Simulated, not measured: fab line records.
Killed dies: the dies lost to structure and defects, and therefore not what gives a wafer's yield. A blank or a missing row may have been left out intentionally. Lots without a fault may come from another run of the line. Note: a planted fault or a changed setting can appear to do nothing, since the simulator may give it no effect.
fab line records :: flow sky130
record
  lots=12
  wafers=36
  last_day=50
route steps=708 shown METAL1@434 VIA1@458
lots untouched by any fault: they come from a run of this same line in which no faults occurred
start_h: the number of hours between the record's first day and the start of the first shown wafer of the lot :: wait_h: time in hours since the lot's previous step :: " unchanged from the row above :: L1.1+2: a row that stands for several wafers :: - either no value or no given start :: * or withheld: withheld :: < > ~ a bound
route shown NAME@n: names a module that has steps shown in the file, with the first one's number in the route :: usual: mean and standard deviation over wafers with no fault :: same: alike in all rows :: chamber/n: place in a boat :: sites: the reading at each site :: _std_site: their standard deviation :: _edge_site: mean of outer sites minus mean of inner sites :: radius_mm: how far each site lies from the wafer's centre :: mask NAME#n: copy n :: behind: the tool/chamber that last shaped the wafer :: hold: cause of the lot's hold/its duration in hours/its outcome :: device: whichever transistor did not switch (one of n, p or np) :: end of line: the tests these same wafers got at the end of their route :: where a step has no rows: the recipe by itself :: killed: dies lost to structure and defects at the first sort, not the wafer's yield :: map: dies across one wafer; x = killed, . = not, _ = none there
set.NAME: the setting that was run; set.NAME@STEP: the one run at that earlier step :: model.NAME: the simulator's own value behind a step, which no gauge read
steps of the route over a sample of lots; a table a step, a row a wafer
services: from which hour (start_h, from the record's first day; less than 0 if before it) a tool's chamber was out of use, for how many hours, and why
## steps
# step SKY_METAL1_SPUTTER_00
# recipe
  material=Ti
  target_thk_nm=15
  power_w=3000
  time_s=10
  chamber_pressure_pa=0.4
# usual
  throttle_valve_pct=30.0/1.1
lot.wafer: L497.1
tool: pvd_sputter-02
chamber: -
start_h: 751.25
wait_h: 0.1
throttle_valve_pct: 30.5

lot.wafer: L497.4
tool: pvd_sputter-02
chamber: -
start_h: 751.25
wait_h: 0.1
throttle_valve_pct: 32.0

lot.wafer: L497.6
tool: pvd_sputter-02
chamber: -
start_h: 751.25
wait_h: 0.1
throttle_valve_pct: 29.7

lot.wafer: L499.3
tool: pvd_sputter-01
chamber: -
start_h: 766.48
wait_h: 0.1
throttle_valve_pct: 29.7

lot.wafer: L499.5
tool: pvd_sputter-01
chamber: -
start_h: 766.48
wait_h: 0.1
throttle_valve_pct: 29.3

lot.wafer: L499.6
tool: pvd_sputter-01
chamber: -
start_h: 766.48
wait_h: 0.1
throttle_valve_pct: 30.3

lot.wafer: L502.1
tool: pvd_sputter-03
chamber: -
start_h: 788.96
wait_h: 0.2
throttle_valve_pct: 28.0

lot.wafer: L502.4
tool: pvd_sputter-03
chamber: -
start_h: 788.96
wait_h: 0.2
throttle_valve_pct: 30.4

lot.wafer: L502.6
tool: pvd_sputter-03
chamber: -
start_h: 788.96
wait_h: 0.2
throttle_valve_pct: 27.8

lot.wafer: L501.1
tool: pvd_sputter-03
chamber: -
start_h: 790.49
wait_h: 0.2
throttle_valve_pct: 28.2

lot.wafer: L501.4
tool: pvd_sputter-03
chamber: -
start_h: 790.49
wait_h: 0.2
throttle_valve_pct: 29.1

lot.wafer: L501.6
tool: pvd_sputter-03
chamber: -
start_h: 790.49
wait_h: 0.2
throttle_valve_pct: 30.4

lot.wafer: L504.2
tool: pvd_sputter-03
chamber: -
start_h: 799.78
wait_h: 0.2
throttle_valve_pct: 28.1

lot.wafer: L504.3
tool: pvd_sputter-03
chamber: -
start_h: 799.78
wait_h: 0.2
throttle_valve_pct: 29.3

lot.wafer: L504.5
tool: pvd_sputter-03
chamber: -
start_h: 799.78
wait_h: 0.2
throttle_valve_pct: 30.5

lot.wafer: L505.2
tool: pvd_sputter-03
chamber: -
start_h: 803.49
wait_h: 0.1
throttle_valve_pct: 28.2

lot.wafer: L505.5
tool: pvd_sputter-03
chamber: -
start_h: 803.49
wait_h: 0.1
throttle_valve_pct: 30.6

lot.wafer: L505.6
tool: pvd_sputter-03
chamber: -
start_h: 803.49
wait_h: 0.1
throttle_valve_pct: 28.3

lot.wafer: L507.4
tool: pvd_sputter-01
chamber: -
start_h: 818.04
wait_h: 0.2
throttle_valve_pct: 30.3

lot.wafer: L507.5
tool: pvd_sputter-01
chamber: -
start_h: 818.04
wait_h: 0.2
throttle_valve_pct: 29.6

lot.wafer: L507.6
tool: pvd_sputter-01
chamber: -
start_h: 818.04
wait_h: 0.2
throttle_valve_pct: 29.4

lot.wafer: L510.2
tool: pvd_sputter-01
chamber: -
start_h: 832.03
wait_h: 0.2
throttle_valve_pct: 29.5

lot.wafer: L510.3
tool: pvd_sputter-01
chamber: -
start_h: 832.03
wait_h: 0.2
throttle_valve_pct: 30.5

lot.wafer: L510.4
tool: pvd_sputter-01
chamber: -
start_h: 832.03
wait_h: 0.2
throttle_valve_pct: 29.6

lot.wafer: L514.1
tool: pvd_sputter-02
chamber: -
start_h: 857.73
wait_h: 0.1
throttle_valve_pct: 29.7

lot.wafer: L514.3
tool: pvd_sputter-02
chamber: -
start_h: 857.73
wait_h: 0.1
throttle_valve_pct: 33.2

lot.wafer: L514.6
tool: pvd_sputter-02
chamber: -
start_h: 857.73
wait_h: 0.1
throttle_valve_pct: 32.0

lot.wafer: L516.1
tool: pvd_sputter-01
chamber: -
start_h: 876.09
wait_h: 0.1
throttle_valve_pct: 29.4

lot.wafer: L516.3
tool: pvd_sputter-01
chamber: -
start_h: 876.09
wait_h: 0.1
throttle_valve_pct: 29.7

lot.wafer: L516.5
tool: pvd_sputter-01
chamber: -
start_h: 876.09
wait_h: 0.1
throttle_valve_pct: 29.7

lot.wafer: L518.1
tool: pvd_sputter-02
chamber: -
start_h: 894.19
wait_h: 0.2
throttle_valve_pct: 32.3

lot.wafer: L518.3
tool: pvd_sputter-02
chamber: -
start_h: 894.19
wait_h: 0.2
throttle_valve_pct: 29.4

lot.wafer: L518.6
tool: pvd_sputter-02
chamber: -
start_h: 894.19
wait_h: 0.2
throttle_valve_pct: 29.8

lot.wafer: L519.1
tool: pvd_sputter-01
chamber: -
start_h: 895.10
wait_h: 0.1
throttle_valve_pct: 30.5

lot.wafer: L519.3
tool: pvd_sputter-01
chamber: -
start_h: 895.10
wait_h: 0.1
throttle_valve_pct: 29.8

lot.wafer: L519.4
tool: pvd_sputter-01
chamber: -
start_h: 895.10
wait_h: 0.1
throttle_valve_pct: 29.5
# step SKY_VIA1_HDPCVD_00
# recipe
  material=SiO2
  target_thk_nm=1030
  sigma_open_frac=0.3
  time_s=171.7
  temp_c=400
  sih4_flow_sccm=60
  pressure_mtorr=6
# usual
  sih4_flow_sccm=60.00/0.19
  susceptor_temp_C=400.01/0.19
lot.wafer: L497.1
tool: hdpcvd-02
chamber: 1
start_h: 779.47
wait_h: 0.0
sih4_flow_sccm: 60.04
susceptor_temp_C: 400.39

lot.wafer: L497.4
tool: hdpcvd-02
chamber: 2
start_h: 779.47
wait_h: 0.0
sih4_flow_sccm: 59.79
susceptor_temp_C: 400.06

lot.wafer: L497.6
tool: hdpcvd-02
chamber: 0
start_h: 779.47
wait_h: 0.0
sih4_flow_sccm: 59.85
susceptor_temp_C: 400.13

lot.wafer: L499.3
tool: hdpcvd-02
chamber: 1
start_h: 794.71
wait_h: 0.0
sih4_flow_sccm: 60.06
susceptor_temp_C: 399.74

lot.wafer: L499.5
tool: hdpcvd-02
chamber: 0
start_h: 794.71
wait_h: 0.0
sih4_flow_sccm: 60.12
susceptor_temp_C: 400.24

lot.wafer: L499.6
tool: hdpcvd-02
chamber: 2
start_h: 794.71
wait_h: 0.0
sih4_flow_sccm: 60.17
susceptor_temp_C: 399.86

lot.wafer: L502.1
tool: hdpcvd-01
chamber: 1
start_h: 816.25
wait_h: 0.0
sih4_flow_sccm: 60.07
susceptor_temp_C: 399.77

lot.wafer: L502.4
tool: hdpcvd-01
chamber: 2
start_h: 816.25
wait_h: 0.0
sih4_flow_sccm: 59.96
susceptor_temp_C: 399.85

lot.wafer: L502.6
tool: hdpcvd-01
chamber: 1
start_h: 816.25
wait_h: 0.0
sih4_flow_sccm: 60.09
susceptor_temp_C: 399.87

lot.wafer: L501.1
tool: hdpcvd-02
chamber: 1
start_h: 817.55
wait_h: 0.0
sih4_flow_sccm: 60.31
susceptor_temp_C: 399.82

lot.wafer: L501.4
tool: hdpcvd-02
chamber: 0
start_h: 817.55
wait_h: 0.0
sih4_flow_sccm: 60.07
susceptor_temp_C: 400.26

lot.wafer: L501.6
tool: hdpcvd-02
chamber: 1
start_h: 817.55
wait_h: 0.0
sih4_flow_sccm: 60.10
susceptor_temp_C: 399.76

lot.wafer: L504.2
tool: hdpcvd-01
chamber: 1
start_h: 827.05
wait_h: 0.0
sih4_flow_sccm: 59.97
susceptor_temp_C: 400.29

lot.wafer: L504.3
tool: hdpcvd-01
chamber: 2
start_h: 827.05
wait_h: 0.0
sih4_flow_sccm: 59.90
susceptor_temp_C: 399.71

lot.wafer: L504.5
tool: hdpcvd-01
chamber: 1
start_h: 827.05
wait_h: 0.0
sih4_flow_sccm: 59.78
susceptor_temp_C: 400.30

lot.wafer: L505.2
tool: hdpcvd-01
chamber: 1
start_h: 830.95
wait_h: 0.0
sih4_flow_sccm: 59.98
susceptor_temp_C: 399.82

lot.wafer: L505.5
tool: hdpcvd-01
chamber: 2
start_h: 830.95
wait_h: 0.0
sih4_flow_sccm: 59.81
susceptor_temp_C: 400.16

lot.wafer: L505.6
tool: hdpcvd-01
chamber: 0
start_h: 830.95
wait_h: 0.0
sih4_flow_sccm: 60.46
susceptor_temp_C: 399.92

lot.wafer: L507.4
tool: hdpcvd-02
chamber: 0
start_h: 845.35
wait_h: 0.1
sih4_flow_sccm: 59.98
susceptor_temp_C: 399.98

lot.wafer: L507.5
tool: hdpcvd-02
chamber: 2
start_h: 845.35
wait_h: 0.1
sih4_flow_sccm: 50.93
susceptor_temp_C: 399.81

lot.wafer: L507.6
tool: hdpcvd-02
chamber: 1
start_h: 845.35
wait_h: 0.1
sih4_flow_sccm: 60.24
susceptor_temp_C: 400.02

lot.wafer: L510.2
tool: hdpcvd-02
chamber: 0
start_h: 858.18
wait_h: 0.0
sih4_flow_sccm: 60.38
susceptor_temp_C: 400.16

lot.wafer: L510.3
tool: hdpcvd-02
chamber: 1
start_h: 858.18
wait_h: 0.0
sih4_flow_sccm: 59.93
susceptor_temp_C: 400.11

lot.wafer: L510.4
tool: hdpcvd-02
chamber: 2
start_h: 858.18
wait_h: 0.0
sih4_flow_sccm: 51.12
susceptor_temp_C: 399.77

lot.wafer: L514.1
tool: hdpcvd-01
chamber: 2
start_h: 884.35
wait_h: 0.0
sih4_flow_sccm: 60.23
susceptor_temp_C: 399.83

lot.wafer: L514.3
tool: hdpcvd-01
chamber: 0
start_h: 884.35
wait_h: 0.0
sih4_flow_sccm: 60.04
susceptor_temp_C: 400.24

lot.wafer: L514.6
tool: hdpcvd-01
chamber: 0
start_h: 884.35
wait_h: 0.0
sih4_flow_sccm: 59.94
susceptor_temp_C: 400.12

lot.wafer: L516.1
tool: hdpcvd-01
chamber: 1
start_h: 902.15
wait_h: 0.0
sih4_flow_sccm: 59.64
susceptor_temp_C: 400.19

lot.wafer: L516.3
tool: hdpcvd-01
chamber: 0
start_h: 902.15
wait_h: 0.0
sih4_flow_sccm: 60.05
susceptor_temp_C: 400.11

lot.wafer: L516.5
tool: hdpcvd-01
chamber: 2
start_h: 902.15
wait_h: 0.0
sih4_flow_sccm: 60.18
susceptor_temp_C: 399.98

lot.wafer: L518.1
tool: hdpcvd-02
chamber: 1
start_h: 920.02
wait_h: 0.0
sih4_flow_sccm: 60.00
susceptor_temp_C: 400.21

lot.wafer: L518.3
tool: hdpcvd-02
chamber: 0
start_h: 920.02
wait_h: 0.0
sih4_flow_sccm: 59.92
susceptor_temp_C: 400.11

lot.wafer: L518.6
tool: hdpcvd-02
chamber: 0
start_h: 920.02
wait_h: 0.0
sih4_flow_sccm: 60.28
susceptor_temp_C: 399.96

lot.wafer: L519.1
tool: hdpcvd-02
chamber: 0
start_h: 921.61
wait_h: 0.0
sih4_flow_sccm: 59.75
susceptor_temp_C: 400.10

lot.wafer: L519.3
tool: hdpcvd-02
chamber: 1
start_h: 921.61
wait_h: 0.0
sih4_flow_sccm: 59.91
susceptor_temp_C: 399.79

lot.wafer: L519.4
tool: hdpcvd-02
chamber: 2
start_h: 921.61
wait_h: 0.0
sih4_flow_sccm: 59.87
susceptor_temp_C: 399.78
# step SKY_VIA1_THK_MEAS_01
# recipe
  reads=SiO2_of_VIA1_HDPCVD_00
# usual
  VIA1_HDPCVD_THK=1030/12
lot.wafer: L497.1
tool: film_metro-04
chamber: -
start_h: 779.58
wait_h: 0.1
VIA1_HDPCVD_THK[nm]: 1018

lot.wafer: L497.4
tool: film_metro-04
chamber: -
start_h: 779.58
wait_h: 0.1
VIA1_HDPCVD_THK[nm]: 1023

lot.wafer: L497.6
tool: film_metro-04
chamber: -
start_h: 779.58
wait_h: 0.1
VIA1_HDPCVD_THK[nm]: 1042

lot.wafer: L499.3
tool: film_metro-03
chamber: -
start_h: 794.84
wait_h: 0.1
VIA1_HDPCVD_THK[nm]: 1023

lot.wafer: L499.5
tool: film_metro-03
chamber: -
start_h: 794.84
wait_h: 0.1
VIA1_HDPCVD_THK[nm]: 1039

lot.wafer: L499.6
tool: film_metro-03
chamber: -
start_h: 794.84
wait_h: 0.1
VIA1_HDPCVD_THK[nm]: 1020

lot.wafer: L502.1
tool: film_metro-03
chamber: -
start_h: 816.36
wait_h: 0.1
VIA1_HDPCVD_THK[nm]: 1017

lot.wafer: L502.4
tool: film_metro-03
chamber: -
start_h: 816.36
wait_h: 0.1
VIA1_HDPCVD_THK[nm]: 1023

lot.wafer: L502.6
tool: film_metro-03
chamber: -
start_h: 816.36
wait_h: 0.1
VIA1_HDPCVD_THK[nm]: 1029

lot.wafer: L501.1
tool: film_metro-03
chamber: -
start_h: 817.66
wait_h: 0.1
VIA1_HDPCVD_THK[nm]: 1020

lot.wafer: L501.4
tool: film_metro-03
chamber: -
start_h: 817.66
wait_h: 0.1
VIA1_HDPCVD_THK[nm]: 1029

lot.wafer: L501.6
tool: film_metro-03
chamber: -
start_h: 817.66
wait_h: 0.1
VIA1_HDPCVD_THK[nm]: 1013

lot.wafer: L504.2
tool: film_metro-03
chamber: -
start_h: 827.17
wait_h: 0.1
VIA1_HDPCVD_THK[nm]: 1032

lot.wafer: L504.3
tool: film_metro-03
chamber: -
start_h: 827.17
wait_h: 0.1
VIA1_HDPCVD_THK[nm]: 1045

lot.wafer: L504.5
tool: film_metro-03
chamber: -
start_h: 827.17
wait_h: 0.1
VIA1_HDPCVD_THK[nm]: 1035

lot.wafer: L505.2
tool: film_metro-02
chamber: -
start_h: 831.07
wait_h: 0.1
VIA1_HDPCVD_THK[nm]: 1034

lot.wafer: L505.5
tool: film_metro-02
chamber: -
start_h: 831.07
wait_h: 0.1
VIA1_HDPCVD_THK[nm]: 1053

lot.wafer: L505.6
tool: film_metro-02
chamber: -
start_h: 831.07
wait_h: 0.1
VIA1_HDPCVD_THK[nm]: 1034

lot.wafer: L507.4
tool: film_metro-03
chamber: -
start_h: 845.43
wait_h: 0.0
VIA1_HDPCVD_THK[nm]: 1032

lot.wafer: L507.5
tool: film_metro-03
chamber: -
start_h: 845.43
wait_h: 0.0
VIA1_HDPCVD_THK[nm]: 871

lot.wafer: L507.6
tool: film_metro-03
chamber: -
start_h: 845.43
wait_h: 0.0
VIA1_HDPCVD_THK[nm]: 1002

lot.wafer: L510.2
tool: film_metro-02
chamber: -
start_h: 858.30
wait_h: 0.1
VIA1_HDPCVD_THK[nm]: 1021

lot.wafer: L510.3
tool: film_metro-02
chamber: -
start_h: 858.30
wait_h: 0.1
VIA1_HDPCVD_THK[nm]: 995

lot.wafer: L510.4
tool: film_metro-02
chamber: -
start_h: 858.30
wait_h: 0.1
VIA1_HDPCVD_THK[nm]: 866

lot.wafer: L514.1
tool: film_metro-02
chamber: -
start_h: 884.46
wait_h: 0.1
VIA1_HDPCVD_THK[nm]: 1014

lot.wafer: L514.3
tool: film_metro-02
chamber: -
start_h: 884.46
wait_h: 0.1
VIA1_HDPCVD_THK[nm]: 1021

lot.wafer: L514.6
tool: film_metro-02
chamber: -
start_h: 884.46
wait_h: 0.1
VIA1_HDPCVD_THK[nm]: 1014

lot.wafer: L516.1
tool: film_metro-02
chamber: -
start_h: 902.26
wait_h: 0.1
VIA1_HDPCVD_THK[nm]: 1036

lot.wafer: L516.3
tool: film_metro-02
chamber: -
start_h: 902.26
wait_h: 0.1
VIA1_HDPCVD_THK[nm]: 1038

lot.wafer: L516.5
tool: film_metro-02
chamber: -
start_h: 902.26
wait_h: 0.1
VIA1_HDPCVD_THK[nm]: 1035

lot.wafer: L518.1
tool: film_metro-03
chamber: -
start_h: 920.13
wait_h: 0.1
VIA1_HDPCVD_THK[nm]: 1013

lot.wafer: L518.3
tool: film_metro-03
chamber: -
start_h: 920.13
wait_h: 0.1
VIA1_HDPCVD_THK[nm]: 1033

lot.wafer: L518.6
tool: film_metro-03
chamber: -
start_h: 920.13
wait_h: 0.1
VIA1_HDPCVD_THK[nm]: 1028

lot.wafer: L519.1
tool: film_metro-03
chamber: -
start_h: 921.72
wait_h: 0.1
VIA1_HDPCVD_THK[nm]: 1032

lot.wafer: L519.3
tool: film_metro-03
chamber: -
start_h: 921.72
wait_h: 0.1
VIA1_HDPCVD_THK[nm]: 1003

lot.wafer: L519.4
tool: film_metro-03
chamber: -
start_h: 921.72
wait_h: 0.1
VIA1_HDPCVD_THK[nm]: 1035
# step SKY_VIA1_CMP_02
# recipe
  material=SiO2
  down_force_psi=4
  platen_rpm=60
  pad_velocity_m_s=0.94248
# usual
  motor_current_A=12.2/1.2
lot.wafer: L497.4
tool: cmp-02
chamber: 3
start_h: 779.74
wait_h: 0.1
motor_current_A: 13.7

lot.wafer: L497.1
tool: cmp-02
chamber: 0
start_h: 779.74
wait_h: 0.1
motor_current_A: 11.5

lot.wafer: L497.6
tool: cmp-02
chamber: 1
start_h: 779.74
wait_h: 0.1
motor_current_A: 12.0

lot.wafer: L499.3
tool: cmp-02
chamber: 3
start_h: 794.93
wait_h: 0.1
motor_current_A: 13.1

lot.wafer: L499.5
tool: cmp-02
chamber: 2
start_h: 794.93
wait_h: 0.1
motor_current_A: 13.5

lot.wafer: L499.6
tool: cmp-02
chamber: 3
start_h: 794.93
wait_h: 0.1
motor_current_A: 14.3

lot.wafer: L502.4
tool: cmp-02
chamber: 0
start_h: 816.52
wait_h: 0.1
motor_current_A: 11.4

lot.wafer: L502.1
tool: cmp-02
chamber: 1
start_h: 816.52
wait_h: 0.1
motor_current_A: 12.4

lot.wafer: L502.6
tool: cmp-02
chamber: 2
start_h: 816.52
wait_h: 0.1
motor_current_A: 14.2

lot.wafer: L501.4
tool: cmp-01
chamber: 2
start_h: 817.77
wait_h: 0.1
motor_current_A: 10.8

lot.wafer: L501.1
tool: cmp-01
chamber: 3
start_h: 817.77
wait_h: 0.1
motor_current_A: 11.6

lot.wafer: L501.6
tool: cmp-01
chamber: 2
start_h: 817.77
wait_h: 0.1
motor_current_A: 11.3

lot.wafer: L504.3
tool: cmp-02
chamber: 0
start_h: 827.27
wait_h: 0.1
motor_current_A: 11.3

lot.wafer: L504.2
tool: cmp-02
chamber: 2
start_h: 827.27
wait_h: 0.1
motor_current_A: 13.5

lot.wafer: L504.5
tool: cmp-02
chamber: 0
start_h: 827.27
wait_h: 0.1
motor_current_A: 11.4

lot.wafer: L505.2
tool: cmp-01
chamber: 2
start_h: 831.17
wait_h: 0.1
motor_current_A: 11.6

lot.wafer: L505.6
tool: cmp-01
chamber: 1
start_h: 831.17
wait_h: 0.1
motor_current_A: 11.1

lot.wafer: L505.5
tool: cmp-01
chamber: 2
start_h: 831.17
wait_h: 0.1
motor_current_A: 11.2

lot.wafer: L507.4
tool: cmp-02
chamber: 2
start_h: 845.56
wait_h: 0.1
motor_current_A: 13.8

lot.wafer: L507.6
tool: cmp-02
chamber: 0
start_h: 845.56
wait_h: 0.1
motor_current_A: 11.5

lot.wafer: L507.5
tool: cmp-02
chamber: 1
start_h: 845.56
wait_h: 0.1
motor_current_A: 11.7

lot.wafer: L510.3
tool: cmp-02
chamber: 0
start_h: 858.40
wait_h: 0.1
motor_current_A: 11.2

lot.wafer: L510.2
tool: cmp-02
chamber: 1
start_h: 858.40
wait_h: 0.1
motor_current_A: 11.5

lot.wafer: L510.4
tool: cmp-02
chamber: 2
start_h: 858.40
wait_h: 0.1
motor_current_A: 14.0

lot.wafer: L514.1
tool: cmp-02
chamber: 0
start_h: 884.62
wait_h: 0.1
motor_current_A: 11.5

lot.wafer: L514.3
tool: cmp-02
chamber: 1
start_h: 884.62
wait_h: 0.1
motor_current_A: 12.0

lot.wafer: L514.6
tool: cmp-02
chamber: 3
start_h: 884.62
wait_h: 0.1
motor_current_A: 13.9

lot.wafer: L516.3
tool: cmp-01
chamber: 3
start_h: 902.49
wait_h: 0.2
motor_current_A: 12.2

lot.wafer: L516.1
tool: cmp-01
chamber: 1
start_h: 902.49
wait_h: 0.2
motor_current_A: 11.3

lot.wafer: L516.5
tool: cmp-01
chamber: 3
start_h: 902.49
wait_h: 0.2
motor_current_A: 11.1

lot.wafer: L518.3
tool: cmp-01
chamber: 3
start_h: 920.29
wait_h: 0.1
motor_current_A: 12.2

lot.wafer: L518.1
tool: cmp-01
chamber: 0
start_h: 920.29
wait_h: 0.1
motor_current_A: 10.7

lot.wafer: L518.6
tool: cmp-01
chamber: 1
start_h: 920.29
wait_h: 0.1
motor_current_A: 11.7

lot.wafer: L519.4
tool: cmp-01
chamber: 1
start_h: 921.78
wait_h: 0.0
motor_current_A: 11.4

lot.wafer: L519.3
tool: cmp-01
chamber: 2
start_h: 921.78
wait_h: 0.0
motor_current_A: 11.0

lot.wafer: L519.1
tool: cmp-01
chamber: 0
start_h: 921.78
wait_h: 0.0
motor_current_A: 10.6
# step SKY_VIA1_BOW_MEAS_03
# recipe
  mode=bow
# usual
  VIA1_BOW=83/6.7
lot.wafer: L497.1
tool: film_metro-03
chamber: -
start_h: 779.94
wait_h: 0.1
VIA1_BOW[um]: 93

lot.wafer: L497.4
tool: film_metro-03
chamber: -
start_h: 779.94
wait_h: 0.1
VIA1_BOW[um]: 83

lot.wafer: L497.6
tool: film_metro-03
chamber: -
start_h: 779.94
wait_h: 0.1
VIA1_BOW[um]: 81

lot.wafer: L499.3
tool: film_metro-02
chamber: -
start_h: 795.22
wait_h: 0.2
VIA1_BOW[um]: 81

lot.wafer: L499.5
tool: film_metro-02
chamber: -
start_h: 795.22
wait_h: 0.2
VIA1_BOW[um]: 95

lot.wafer: L499.6
tool: film_metro-02
chamber: -
start_h: 795.22
wait_h: 0.2
VIA1_BOW[um]: 86

lot.wafer: L502.1
tool: film_metro-04
chamber: -
start_h: 816.72
wait_h: 0.1
VIA1_BOW[um]: 91

lot.wafer: L502.4
tool: film_metro-04
chamber: -
start_h: 816.72
wait_h: 0.1
VIA1_BOW[um]: 84

lot.wafer: L502.6
tool: film_metro-04
chamber: -
start_h: 816.72
wait_h: 0.1
VIA1_BOW[um]: 73

lot.wafer: L501.1
tool: film_metro-02
chamber: -
start_h: 818.02
wait_h: 0.1
VIA1_BOW[um]: 88

lot.wafer: L501.4
tool: film_metro-02
chamber: -
start_h: 818.02
wait_h: 0.1
VIA1_BOW[um]: 80

lot.wafer: L501.6
tool: film_metro-02
chamber: -
start_h: 818.02
wait_h: 0.1
VIA1_BOW[um]: 86

lot.wafer: L504.2
tool: film_metro-03
chamber: -
start_h: 827.54
wait_h: 0.1
VIA1_BOW[um]: 87

lot.wafer: L504.3
tool: film_metro-03
chamber: -
start_h: 827.54
wait_h: 0.1
VIA1_BOW[um]: 90

lot.wafer: L504.5
tool: film_metro-03
chamber: -
start_h: 827.54
wait_h: 0.1
VIA1_BOW[um]: 72

lot.wafer: L505.2
tool: film_metro-02
chamber: -
start_h: 831.44
wait_h: 0.2
VIA1_BOW[um]: 87

lot.wafer: L505.5
tool: film_metro-02
chamber: -
start_h: 831.44
wait_h: 0.2
VIA1_BOW[um]: 83

lot.wafer: L505.6
tool: film_metro-02
chamber: -
start_h: 831.44
wait_h: 0.2
VIA1_BOW[um]: 76

lot.wafer: L507.4
tool: film_metro-04
chamber: -
start_h: 845.82
wait_h: 0.2
VIA1_BOW[um]: 89

lot.wafer: L507.5
tool: film_metro-04
chamber: -
start_h: 845.82
wait_h: 0.2
VIA1_BOW[um]: 85

lot.wafer: L507.6
tool: film_metro-04
chamber: -
start_h: 845.82
wait_h: 0.2
VIA1_BOW[um]: 85

lot.wafer: L510.2
tool: film_metro-02
chamber: -
start_h: 858.67
wait_h: 0.2
VIA1_BOW[um]: 83

lot.wafer: L510.3
tool: film_metro-02
chamber: -
start_h: 858.67
wait_h: 0.2
VIA1_BOW[um]: 83

lot.wafer: L510.4
tool: film_metro-02
chamber: -
start_h: 858.67
wait_h: 0.2
VIA1_BOW[um]: 84

lot.wafer: L514.1
tool: film_metro-02
chamber: -
start_h: 884.82
wait_h: 0.1
VIA1_BOW[um]: 88

lot.wafer: L514.3
tool: film_metro-02
chamber: -
start_h: 884.82
wait_h: 0.1
VIA1_BOW[um]: 81

lot.wafer: L514.6
tool: film_metro-02
chamber: -
start_h: 884.82
wait_h: 0.1
VIA1_BOW[um]: 90

lot.wafer: L516.1
tool: film_metro-02
chamber: -
start_h: 902.74
wait_h: 0.1
VIA1_BOW[um]: 88

lot.wafer: L516.3
tool: film_metro-02
chamber: -
start_h: 902.74
wait_h: 0.1
VIA1_BOW[um]: 98

lot.wafer: L516.5
tool: film_metro-02
chamber: -
start_h: 902.74
wait_h: 0.1
VIA1_BOW[um]: 93

lot.wafer: L518.1
tool: film_metro-04
chamber: -
start_h: 920.49
wait_h: 0.1
VIA1_BOW[um]: 84

lot.wafer: L518.3
tool: film_metro-04
chamber: -
start_h: 920.49
wait_h: 0.1
VIA1_BOW[um]: 88

lot.wafer: L518.6
tool: film_metro-04
chamber: -
start_h: 920.49
wait_h: 0.1
VIA1_BOW[um]: 77

lot.wafer: L519.1
tool: film_metro-02
chamber: -
start_h: 922.08
wait_h: 0.1
VIA1_BOW[um]: 86

lot.wafer: L519.3
tool: film_metro-02
chamber: -
start_h: 922.08
wait_h: 0.1
VIA1_BOW[um]: 88

lot.wafer: L519.4
tool: film_metro-02
chamber: -
start_h: 922.08
wait_h: 0.1
VIA1_BOW[um]: 76
## services
tool: cmp-02
chamber: -
start_h: 741.82
hours: 1.8
kind: repair

tool: cmp-01
chamber: -
start_h: 744.25
hours: 4.0
kind: pm

tool: cmp-01
chamber: -
start_h: 748.25
hours: -
kind: consumable_replace:conditioner

tool: cmp-01
chamber: -
start_h: 748.25
hours: -
kind: consumable_replace:pad

tool: cmp-01
chamber: -
start_h: 748.25
hours: 4.5
kind: pm

tool: cmp-02
chamber: -
start_h: 758.89
hours: 4.4
kind: pm

tool: cmp-01
chamber: -
start_h: 763.07
hours: 1.6
kind: repair

tool: hdpcvd-01
chamber: -
start_h: 792.09
hours: 6.0
kind: pm

tool: pvd_sputter-02
chamber: -
start_h: 796.10
hours: 2.3
kind: repair

tool: cmp-02
chamber: -
start_h: 797.44
hours: 2.2
kind: repair

tool: cmp-02
chamber: -
start_h: 800.26
hours: 9.4
kind: pm

tool: pvd_sputter-01
chamber: -
start_h: 802.79
hours: 0.7
kind: repair

tool: hdpcvd-01
chamber: -
start_h: 821.13
hours: 0.5
kind: repair

tool: cmp-01
chamber: -
start_h: 837.65
hours: 4.2
kind: repair

tool: pvd_sputter-01
chamber: 1
start_h: 843.57
hours: -
kind: consumable_replace:kit

tool: pvd_sputter-01
chamber: 1
start_h: 843.57
hours: 18.0
kind: scheduled_down

tool: cmp-02
chamber: -
start_h: 860.20
hours: 5.3
kind: repair

tool: pvd_sputter-03
chamber: -
start_h: 865.21
hours: 0.6
kind: repair

tool: hdpcvd-02
chamber: -
start_h: 872.97
hours: 1.1
kind: repair

tool: pvd_sputter-01
chamber: -
start_h: 887.20
hours: 4.6
kind: repair

tool: cmp-02
chamber: -
start_h: 912.21
hours: 4.0
kind: pm

tool: cmp-02
chamber: -
start_h: 916.21
hours: -
kind: consumable_replace:conditioner

tool: cmp-02
chamber: -
start_h: 916.21
hours: -
kind: consumable_replace:pad

tool: cmp-02
chamber: -
start_h: 917.57
hours: 1.1
kind: repair
## key
first_sign
  step=SKY_VIA1_HDPCVD_00
  reading=sih4_flow_sccm
  direction=down
  sigmas=46
  usual=60.00
  struck=51.02
effect
  step=SKY_VIA1_THK_MEAS_01
  reading=VIA1_HDPCVD_THK
  direction=down
  sigmas=13
  usual=1030
  struck=868
met_at SKY_VIA1_HDPCVD_00
struck_lots L507,L510
struck_wafers L507.5,L510.4
not_acting_at SKY_METAL1_SPUTTER_00,SKY_VIA1_CMP_02,SKY_VIA1_BOW_MEAS_03
onset_between 794.71 845.35
fault
  kind=process_parameter_drift
  tool=hdpcvd-02
  chamber=2
  onset_h=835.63
  steps=SKY_VIA1_HDPCVD_00
  channel=sih4_flow_sccm
  offset=-9
  shape=step
  end_h=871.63
  acts_in=these_recipes_only
  stated=60
